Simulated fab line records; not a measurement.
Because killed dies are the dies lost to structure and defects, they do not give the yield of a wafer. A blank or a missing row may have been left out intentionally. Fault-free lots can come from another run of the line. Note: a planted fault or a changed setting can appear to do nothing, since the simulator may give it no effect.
One fault through the eyes of 2 desks ; flow gf180mcu ; only its own numbers are on each desk; what lay behind them is given at the end

== AT THE METROLOGY DESK ==
Means of the sampled wafers that have a number, per lot and without regard to the tool the lot ran on: this is what the gauges read. The brackets show how far a lot's mean lies from the usual mean; more than 4 standard deviations puts the lot out of limits, marked OUT.
Columns: A = cd nm at GF_HV_LDD_CD_MEAS_19, usual 399.7 nm; B = cd nm at GF_PSD_CD_MEAS_07, usual 400.6 nm
lot;first seen here;A;B
L777;day 10 18:05;403.3;403.8
L778;day 11 01:22;400.4;402.7
L779;day 11 08:30;397.1;399.4
L784;day 12 23:41;400.5;399.6
L785;day 13 08:48;396.5;402.0
L786;day 13 18:19;398.4;403.0
L787;day 14 04:03;397.8;400.3
L788;day 14 09:21;397.9;401.2
L795;day 16 12:05;399.5;400.6
L796;day 16 18:43;397.2;406.2
L797;day 17 00:45;401.2;404.1
L798;day 17 07:56;397.9;397.5
L799;day 17 16:46;399.7;405.0
L800;day 18 03:50;399.3;398.3
This desk's verdict: no lot among the 14 shows anything out of limits.

== TOOL OWNER'S DESK, litho track-02 ==
Per lot that ran on this tool, the mean of the sampled wafers carrying a number, from the tool's own readings at GF_PSD_SOFTBAKE_03 (time 60 s). The brackets show how far a lot's mean lies from the usual mean; more than 4 standard deviations puts the lot out of limits, marked OUT.
Columns: A = heater power total W at GF_PSD_SOFTBAKE_03, usual 56.60 W; B = run length s at GF_PSD_SOFTBAKE_03, usual 89.10 s
lot;first seen here;A;B
L777;day 13 17:33;56.56;89.22
L779;day 14 10:12;56.59;89.12
L784;day 16 05:06;56.59;89.13
L785;day 16 14:03;57.77 (+28) OUT;85.92 (-24) OUT
L786;day 17 02:13;57.74 (+27) OUT;86.03 (-24) OUT
L788;day 17 18:21;58.31 (+41) OUT;84.36 (-36) OUT
L796;day 20 08:49;56.58;89.14
L797;day 20 16:58;56.60;89.13
L798;day 21 00:49;56.62;89.14
L799;day 21 09:26;56.59;89.06
Finding of this desk: L785, L786, L788 out of limits; the first was L785 at day 16 14:03, on heater power total W at GF_PSD_SOFTBAKE_03. Within limits: L777, L779, L784, L796, L797, L798, L799.

== TAKEN TOGETHER ==
At day 16 14:03, on L785, L786, L788, the tool owner's desk was in a position to raise an alarm.
From the metrology desk's view, nothing was out of limits.
The metrology desk holds a record of L785, L786, L788, inside its limits.
Of the lots named, all ran GF_PSD_SOFTBAKE_03 on litho track-02.

== WHAT THE SIMULATOR HAD INSERTED ==
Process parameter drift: litho track-02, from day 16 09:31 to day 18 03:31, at GF_PSD_SOFTBAKE_03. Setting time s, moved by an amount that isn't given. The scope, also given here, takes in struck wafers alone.
Lots struck among those shown: L785, L786, L788.
How many hours passed from the start of the fault until each desk's first out-of-limits reading: the tool owner's desk, 5.
